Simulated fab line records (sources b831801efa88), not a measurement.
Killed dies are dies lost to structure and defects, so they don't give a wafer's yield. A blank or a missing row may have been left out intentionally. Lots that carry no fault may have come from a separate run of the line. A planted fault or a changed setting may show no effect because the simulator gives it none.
Chamber matching	flow sky130	SKY_VIA2_ETCH_14 on rie_diel-03 has 4 sister chambers
The step etches BARC in N2/H2, stops on SiO2, time 45.9 s, target depth 60 nm. 4 wafers are shown with their chamber, then 8 later ones without.

## WAFERS PAIRED WITH THEIR CHAMBERS
wafer	chamber	throttle_valve_pct (%)
L080.3	2	13.218
L085.2	3	13.225
L085.3	1	13.225
L089.2	0	13.233

## WAFERS WITHOUT THEIR CHAMBER
wafer	throttle_valve_pct (%)
L089.5	13.212
L089.6	13.217
L096.1	13.221
L096.3	13.239
L096.5	13.222
L097.2	13.231
L097.3	13.228
L097.5	13.225

## EACH ONE'S CHAMBER
wafer	from the rows above	in truth
L089.5	can't be placed: 2 or 1 or 3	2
L089.6	can't be placed: 2 or 1 or 3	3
L096.1	can't be placed: 2 or 1 or 3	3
L096.3	0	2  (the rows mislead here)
L096.5	can't be placed: 1 or 3 or 2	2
L097.2	can't be placed: 0 or 1 or 3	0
L097.3	can't be placed: 1 or 3 or 0 or 2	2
L097.5	can't be placed: 1 or 3 or 2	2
Correct placement for 0 of the 8. Cannot be placed on the basis of these rows: 7; the candidates contain the true chamber in 7. Wrongly placed: 1.
How it was worked out, from the rows above alone: a wafer's distance from a chamber is the root of the sum, over the readings, of the square of ((its reading less the chamber's mean) divided by the reading's scatter). The wafer belongs to the nearest chamber; if the next one is less than 2 further off, it can't be placed. Each chamber's mean is taken over the wafers shown for it. The scatter: with one shown wafer a chamber, the root of the mean of the squares of how far each hidden wafer lies from its nearest shown one.
